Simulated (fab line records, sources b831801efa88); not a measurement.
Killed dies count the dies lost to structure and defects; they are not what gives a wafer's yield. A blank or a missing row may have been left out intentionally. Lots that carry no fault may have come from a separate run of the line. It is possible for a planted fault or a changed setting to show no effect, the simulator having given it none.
Which of the tools did it? :: flow sky130 :: 10 lots with 30 wafers sampled at 4 steps, on a route of 708 steps

WHAT EACH GAUGE READ, for each wafer
SKY_NWELL_THK_MEAS_02.
lot: L881
measured: day 3 01:44
on: film-metro-03
NWELL_OXIDATION_THK (nm): 9.92 9.77 9.90

lot: L882
measured: day 3 09:23
on: film-metro-03
NWELL_OXIDATION_THK (nm): 9.74 9.90 9.64

lot: L883
measured: day 3 15:15
on: film-metro-03
NWELL_OXIDATION_THK (nm): 9.76 9.54 9.62

lot: L884
measured: day 3 17:56
on: film-metro-01
NWELL_OXIDATION_THK (nm): 9.71 9.84 9.71

lot: L888
measured: day 4 13:41
on: film-metro-03
NWELL_OXIDATION_THK (nm): 10.38 10.05 9.99

lot: L894
measured: day 6 07:02
on: film-metro-01
NWELL_OXIDATION_THK (nm): 9.99 9.79 9.82

lot: L896
measured: day 6 15:22
on: film-metro-03
NWELL_OXIDATION_THK (nm): 9.99 10.10 9.93

lot: L899
measured: day 7 04:33
on: film-metro-04
NWELL_OXIDATION_THK (nm): 10.31 10.27 10.11

lot: L900
measured: day 7 09:03
on: film-metro-03
NWELL_OXIDATION_THK (nm): 10.12 9.86 10.04

lot: L901
measured: day 7 13:13
on: film-metro-04
NWELL_OXIDATION_THK (nm): 9.85 9.71 9.89

SKY_VT_ADJUST_HVTP_CD_MEAS_07: the cd target is 380 nm.
lot: L881
measured: day 6 17:15
on: cd-sem-02
cd-nm (nm): 382 384 382

lot: L882
measured: day 7 01:27
on: cd-sem-02
cd-nm (nm): 384 384 382

lot: L883
measured: day 7 11:08
on: cd-sem-01
cd-nm (nm): 377 379 379

lot: L884
measured: day 7 13:20
on: cd-sem-02
cd-nm (nm): - - -

lot: L888
measured: day 8 13:14
on: cd-sem-02
cd-nm (nm): 387 388 385

lot: L894
measured: day 10 16:31
on: cd-sem-02
cd-nm (nm): 376 375 377

lot: L896
measured: day 11 01:41
on: cd-sem-02
cd-nm (nm): 379 381 379

lot: L899
measured: day 11 19:51
on: cd-sem-02
cd-nm (nm): 376 377 376

lot: L900
measured: day 11 23:29
on: cd-sem-01
cd-nm (nm): 380 380 380

lot: L901
measured: day 12 06:13
on: cd-sem-01
cd-nm (nm): 382 384 384

SKY_VT_ADJUST_HVTP_TW_MEAS_11.
lot: L881
measured: day 6 17:38
on: film-metro-02
VT_ADJUST_HVTP_TW: 1374 1378 1377

lot: L882
measured: day 7 01:52
on: film-metro-01
VT_ADJUST_HVTP_TW: 1359 1355 1357

lot: L883
measured: day 7 11:32
on: film-metro-01
VT_ADJUST_HVTP_TW: 1356 1356 1359

lot: L884
measured: day 7 13:44
on: film-metro-02
VT_ADJUST_HVTP_TW: 30 30 30 30 30 30

lot: L888
measured: day 8 13:38
on: film-metro-01
VT_ADJUST_HVTP_TW: 1349 1355 1350

lot: L894
measured: day 10 16:55
on: film-metro-04
VT_ADJUST_HVTP_TW: 1336 1335 1338

lot: L896
measured: day 11 02:04
on: film-metro-02
VT_ADJUST_HVTP_TW: 1369 1373 1373

lot: L899
measured: day 11 20:14
on: film-metro-01
VT_ADJUST_HVTP_TW: 1353 1353 1356

lot: L900
measured: day 11 23:52
on: film-metro-02
VT_ADJUST_HVTP_TW: 1370 1363 1366

lot: L901
measured: day 12 06:37
on: film-metro-02
VT_ADJUST_HVTP_TW: 1368 1369 1365

WHICH TOOL RAN EACH LOT (tool, then ch and the chambers of the sampled wafers, then the start)
lot: L881
SKY_VT_ADJUST_HVTP_EXPOSE_04: iline-stepper-02 ch 0, day 6 07:47

lot: L882
SKY_VT_ADJUST_HVTP_EXPOSE_04: iline-stepper-01 ch 0, day 6 16:27

lot: L883
SKY_VT_ADJUST_HVTP_EXPOSE_04: iline-stepper-02 ch 0, day 7 00:57

lot: L884
SKY_VT_ADJUST_HVTP_EXPOSE_04: iline-stepper-01 ch 0, day 7 03:10

lot: L888
SKY_VT_ADJUST_HVTP_EXPOSE_04: iline-stepper-01 ch 0, day 8 02:43

lot: L894
SKY_VT_ADJUST_HVTP_EXPOSE_04: iline-stepper-02 ch 0, day 10 04:36

lot: L896
SKY_VT_ADJUST_HVTP_EXPOSE_04: iline-stepper-01 ch 0, day 10 15:10

lot: L899
SKY_VT_ADJUST_HVTP_EXPOSE_04: iline-stepper-02 ch 0, day 11 07:53

lot: L900
SKY_VT_ADJUST_HVTP_EXPOSE_04: iline-stepper-02 ch 0, day 11 12:01

lot: L901
SKY_VT_ADJUST_HVTP_EXPOSE_04: iline-stepper-01 ch 0, day 11 18:57
- SKY_VT_ADJUST_HVTP_EXPOSE_04: exposes mask HVTPM, target cd 380 nm.

AS READ BY THE TOOLS THEMSELVES (means over the sampled wafers that have a number; for cases with no such wafer, the mark the record gives instead)
SKY_VT_ADJUST_HVTP_EXPOSE_04.
lot: L881
tool: iline-stepper-02
reticle-temp-C (C): 23.00

lot: L882
tool: iline-stepper-01
reticle-temp-C (C): 22.99

lot: L883
tool: iline-stepper-02
reticle-temp-C (C): 23.07

lot: L884
tool: iline-stepper-01
reticle-temp-C (C): 22.83

lot: L888
tool: iline-stepper-01
reticle-temp-C (C): 23.12

lot: L894
tool: iline-stepper-02
reticle-temp-C (C): 22.98

lot: L896
tool: iline-stepper-01
reticle-temp-C (C): 22.90

lot: L899
tool: iline-stepper-02
reticle-temp-C (C): 22.97

lot: L900
tool: iline-stepper-02
reticle-temp-C (C): 23.03

lot: L901
tool: iline-stepper-01
reticle-temp-C (C): 23.10

THE ANSWER, worked out from the rows above alone
Rule: the lots themselves supply what counts as usual. The widest of any qualifying gaps counts: lots, ordered by their means at a reading, are off when they make up no more than a third of the lots, leave a main group of 4 or more, and stand apart from it by 3 or more times the standard deviation of that group's means. The tables above print the reading to a certain number of digits; a main group whose means all agree to those digits is not used. A lot without any number at a reading at which 4 lots or more have one is off too. Where the step has rows for the other lots, those lots are counted as sound. Order of review: gauges by route order, followed by the tools' own readings, for which a lot's mean as printed above is used. The first step at which some lot is off is used, and at that step the reading that is off furthest; a lot without a number counts as furthest.
Off, at SKY_VT_ADJUST_HVTP_CD_MEAS_07 on cd-nm: L884. Without a number there: L884. Mean 381 nm and standard deviation 3.4 in the main group.
If a tool, at a process step before that reading, ran all the lots that are off and no sound lot after the first of them, it fits. The gauges at SKY_VT_ADJUST_HVTP_CD_MEAS_07 aren't tried: what is off there is off at SKY_VT_ADJUST_HVTP_TW_MEAS_11 too, on other tools, and a gauge's error can't cause that. None of those tried fits.

WHAT THE SIMULATOR HAD INSERTED
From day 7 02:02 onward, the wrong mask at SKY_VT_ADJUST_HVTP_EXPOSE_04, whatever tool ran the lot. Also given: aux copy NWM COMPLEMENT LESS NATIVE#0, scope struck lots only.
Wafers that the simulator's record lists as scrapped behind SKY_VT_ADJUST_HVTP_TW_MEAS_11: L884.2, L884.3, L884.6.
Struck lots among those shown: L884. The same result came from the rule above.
